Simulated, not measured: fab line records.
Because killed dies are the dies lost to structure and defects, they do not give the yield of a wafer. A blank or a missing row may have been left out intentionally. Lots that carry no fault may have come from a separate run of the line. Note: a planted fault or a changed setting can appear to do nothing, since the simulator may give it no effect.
Shared-tool check / flow sky130 / 33 wafers sampled across 11 lots

## THE REASON FOR OPENING IT
SKY_LI_CONTACT_THK_MEAS_01, reading LI_CONTACT_HDPCVD_THK: flagged on 2 of 11 lots. Fault-free wafers read 923 nm, with a standard deviation of 12.
Rule: a lot gets a flag if all its wafers with a number sit over 4 standard deviations from that mean, or if no wafer of it has a number. The rest of the lots are taken to be sound.

lot=L601; measured=day 27 11:53; on=film metro-02; LI_CONTACT_HDPCVD_THK (nm), wafer by wafer=927 933 940; flag=
lot=L602; measured=day 27 18:27; on=film metro-03; LI_CONTACT_HDPCVD_THK (nm), wafer by wafer=930 942 937; flag=
lot=L603; measured=day 28 14:25; on=film metro-04; LI_CONTACT_HDPCVD_THK (nm), wafer by wafer=957 961 941; flag=
lot=L605; measured=day 29 03:53; on=film metro-04; LI_CONTACT_HDPCVD_THK (nm), wafer by wafer=922 896 916; flag=
lot=L606; measured=day 29 16:49; on=film metro-02; LI_CONTACT_HDPCVD_THK (nm), wafer by wafer=937 930 932; flag=
lot=L607; measured=day 29 23:41; on=film metro-04; LI_CONTACT_HDPCVD_THK (nm), wafer by wafer=909 924 928; flag=
lot=L614; measured=day 32 00:43; on=film metro-04; LI_CONTACT_HDPCVD_THK (nm), wafer by wafer=1121 1110 1115; flag=FLAGGED
lot=L613; measured=day 32 07:19; on=film metro-04; LI_CONTACT_HDPCVD_THK (nm), wafer by wafer=1113 1127 1120; flag=FLAGGED
lot=L618; measured=day 35 01:19; on=film metro-02; LI_CONTACT_HDPCVD_THK (nm), wafer by wafer=915 908 922; flag=
lot=L619; measured=day 35 02:01; on=film metro-03; LI_CONTACT_HDPCVD_THK (nm), wafer by wafer=905 906 931; flag=
lot=L621; measured=day 35 03:55; on=film metro-02; LI_CONTACT_HDPCVD_THK (nm), wafer by wafer=909 889 912; flag=
Average over the flagged lots: 1118 nm; offset from the usual +195 nm, equal to +16 standard deviations.

## WHICH TOOL RAN EACH LOT
The record holds 2 process steps before the reading, out of a route of 708 steps. Every cell lists first the tool, next ch and the chambers used by the sampled wafers, and last the start.
lot=L601; flag=; SKY_POLY_CUT_ETCH_10=rie diel-03 ch 0,1,3, day 23 19:26; SKY_LI_CONTACT_HDPCVD_00=hdpcvd-01 ch 0,1,2, day 27 11:47
lot=L602; flag=; SKY_POLY_CUT_ETCH_10=rie diel-03 ch 0,2,3, day 24 02:46; SKY_LI_CONTACT_HDPCVD_00=hdpcvd-01 ch 0,1,2, day 27 18:21
lot=L603; flag=; SKY_POLY_CUT_ETCH_10=rie diel-02 ch 2,3, day 24 23:41; SKY_LI_CONTACT_HDPCVD_00=hdpcvd-01 ch 0,1, day 28 14:18
lot=L605; flag=; SKY_POLY_CUT_ETCH_10=rie diel-04 ch 0,1,3, day 25 13:52; SKY_LI_CONTACT_HDPCVD_00=hdpcvd-02 ch 0,2, day 29 03:47
lot=L606; flag=; SKY_POLY_CUT_ETCH_10=rie diel-02 ch 0,1, day 26 02:43; SKY_LI_CONTACT_HDPCVD_00=hdpcvd-01 ch 0,1, day 29 16:39
lot=L607; flag=; SKY_POLY_CUT_ETCH_10=rie diel-02 ch 1,2,3, day 26 09:22; SKY_LI_CONTACT_HDPCVD_00=hdpcvd-02 ch 0,1,2, day 29 23:35
lot=L614; flag=FLAGGED; SKY_POLY_CUT_ETCH_10=rie diel-03 ch 0,2,3, day 28 15:11; SKY_LI_CONTACT_HDPCVD_00=hdpcvd-01 ch 0,1,2, day 32 00:36
lot=L613; flag=FLAGGED; SKY_POLY_CUT_ETCH_10=rie diel-02 ch 0,1,3, day 28 19:57; SKY_LI_CONTACT_HDPCVD_00=hdpcvd-01 ch 0,1,2, day 32 07:12
lot=L618; flag=; SKY_POLY_CUT_ETCH_10=rie diel-03 ch 0,1, day 31 13:52; SKY_LI_CONTACT_HDPCVD_00=hdpcvd-02 ch 0,1,2, day 35 01:13
lot=L619; flag=; SKY_POLY_CUT_ETCH_10=rie diel-04 ch 1,3, day 31 14:44; SKY_LI_CONTACT_HDPCVD_00=hdpcvd-02 ch 0,2, day 35 01:54
lot=L621; flag=; SKY_POLY_CUT_ETCH_10=rie diel-04 ch 1,3, day 31 17:53; SKY_LI_CONTACT_HDPCVD_00=hdpcvd-02 ch 0,1,2, day 35 03:49
These steps, and what they do:
- SKY_POLY_CUT_ETCH_10: etches BARC in N2/H2, stops on SiO2, time 45.9 s, target depth 60 nm.
- SKY_LI_CONTACT_HDPCVD_00: deposits PSG, target thk 930 nm, time 155 s.
- SKY_LI_CONTACT_THK_MEAS_01

## FLAGGED AGAINST TOTAL, ONE TOOL AT A TIME (gauges that did the reading follow at the end)
step=SKY_POLY_CUT_ETCH_10; tool=rie diel-02; lots run=4; flagged=1; share of the flagged lots=some; sound lots run after its first flagged lot=0
step=SKY_POLY_CUT_ETCH_10; tool=rie diel-03; lots run=4; flagged=1; share of the flagged lots=some; sound lots run after its first flagged lot=1 (L618)
step=SKY_POLY_CUT_ETCH_10; tool=rie diel-04; lots run=3; flagged=0; share of the flagged lots=none; sound lots run after its first flagged lot=-
step=SKY_LI_CONTACT_HDPCVD_00; tool=hdpcvd-01; lots run=6; flagged=2; share of the flagged lots=all; sound lots run after its first flagged lot=0
step=SKY_LI_CONTACT_HDPCVD_00; tool=hdpcvd-02; lots run=5; flagged=0; share of the flagged lots=none; sound lots run after its first flagged lot=-
step=SKY_LI_CONTACT_THK_MEAS_01; tool=film metro-02; lots run=4; flagged=0; share of the flagged lots=none; sound lots run after its first flagged lot=-
step=SKY_LI_CONTACT_THK_MEAS_01; tool=film metro-03; lots run=2; flagged=0; share of the flagged lots=none; sound lots run after its first flagged lot=-
step=SKY_LI_CONTACT_THK_MEAS_01; tool=film metro-04; lots run=5; flagged=2; share of the flagged lots=all; sound lots run after its first flagged lot=0

## THE TABLE: WHAT IT ALLOWS
Table rows that saw every flagged lot: 2, namely hdpcvd-01 at SKY_LI_CONTACT_HDPCVD_00 and film metro-04 at SKY_LI_CONTACT_THK_MEAS_01.
- hdpcvd-01 at SKY_LI_CONTACT_HDPCVD_00: 2 of its 6 lots flagged. A fault beginning between L606 (day 29 16:39), its last sound lot, and L614 (day 32 00:36), its first flagged one, fits the data. Its own readings lie more than 4 standard deviations out on every wafer of the flagged lots: sih4 flow sccm.
- film metro-04 at SKY_LI_CONTACT_THK_MEAS_01: 2 of its 5 lots flagged. A fault beginning between L607 (day 29 23:41), its last sound lot, and L614 (day 32 00:43), its first flagged one, fits the data.
These 2 tools cannot be told apart by counting lots, since each of them fits a fault that started at some hour. More lots, or a look at what each step does to the wafer, might.

## WHAT WAS PUT IN BY THE SIMULATOR
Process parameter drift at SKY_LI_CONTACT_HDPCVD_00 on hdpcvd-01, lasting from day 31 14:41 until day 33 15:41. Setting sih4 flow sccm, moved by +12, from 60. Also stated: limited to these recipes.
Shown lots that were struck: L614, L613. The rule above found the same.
